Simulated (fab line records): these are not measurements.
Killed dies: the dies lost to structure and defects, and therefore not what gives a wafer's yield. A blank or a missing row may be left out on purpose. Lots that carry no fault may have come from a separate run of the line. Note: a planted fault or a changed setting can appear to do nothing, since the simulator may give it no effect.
Struck lot and sound lot, side by side ; flow gf180mcu ; 15 steps out of a route of 602
Sound: the wafers L818.1, L818.3, L818.4. Struck: wafers L826.2, L826.3, L826.5. At the end, the cause is stated.
For every step that has rows: the tool of each side, followed by ch and its chambers, followed by its first start. Under that, the readings that differ: sound wafers ; struck wafers ; difference of the means ; sigmas: that difference in standard deviations of wafers without a fault.
alike: same words and numbers on both sides, and readings whose means sit less than 2 such deviations apart. not compared: any withheld reading, any reading some wafer has no value for, any bound like >300 that may hide the same value, and any number with overlapping values for which the record gives no deviation.
Wherever a step has rows on one side only, a row that says differs or no value, or a row with sigmas, the two part there. When numbers do not overlap yet have no deviation, they are printed without sigmas and do not part them. Lack of a reading on every wafer of one side parts them only where that side has two or more wafers.

GF_MIM_SPUTTER_09: material TiN, target thk 35 nm, time 29.2 s.
  sound on pvd_sputter-01 at day 26 20:00; struck on pvd_sputter-03 at day 29 15:55
  alike: throttle_valve_pct
GF_MIM_RS_MEAS_10: a four-point-probe measurement.
  sound on film_metro-03 at day 26 20:02; struck on film_metro-02 at day 29 15:59
  alike: MIM_ALCU_RS
GF_MIM_THK_MEAS_11: measures by xrf.
  sound on film_metro-03 at day 26 20:09; struck on film_metro-02 at day 29 16:05
  alike: MIM_ALCU_THK
then, 7 steps without rows for these wafers: GF_MIM_DEHYDRATE_12 (time 60 s); GF_MIM_HMDS_13 (prime time 60 s); GF_MIM_COAT_14 (resist thk 1000 nm); GF_MIM_SOFTBAKE_15 (time 60 s); GF_MIM_EXPOSE_16 (exposes mask FuseTop, target cd 2000 nm); GF_MIM_PEB_17; GF_MIM_DEVELOP_18 (develop time 60 s).
GF_MIM_METAL_ETCH_19: etches the open film in Cl2/BCl3, stops on Si3N4, target depth 324.5 nm, time 54.1 s.
  sound on rie_metal-03 ch 0,1, day 27 16:06; struck on rie_metal-03 ch 0,1, day 30 10:30
  alike: drypump_motor_current_A, oes_product_au, throttle_valve_pct
  not compared: rf_hours_counter_h
GF_MIM_STRIP_20: strips in O2/N2.
  sound on plasma_asher-02 ch 0,1, day 27 16:10; struck on plasma_asher-02 ch 0,1, day 30 10:34
  alike: drypump_motor_current_A, heater_power_w, oes_product_au, strip_time_to_endpoint_s
  not compared: rf_hours_counter_h
GF_MIM_STRIP_21: strips in post etch residue remover, time 1200 s.
  sound on wet_bench-04 ch 1, day 27 16:16; struck on wet_bench-02 ch 1, day 30 10:40
reading;sound;struck;difference;sigmas
run_length_s (s);1227 1227 1227;1076 1076 1076;-151;-46
then, 2 steps without rows for these wafers: GF_MIM_CLEAN_22 (cleans in DIW); GF_PASSIVATION_PROBE_99.

== WHERE THEY PART ==
GF_MIM_STRIP_21 only, going by this record.

WHY: what had been put in by the simulator
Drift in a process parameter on wet_bench-02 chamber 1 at GF_MIM_STRIP_21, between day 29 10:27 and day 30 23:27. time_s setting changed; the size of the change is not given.
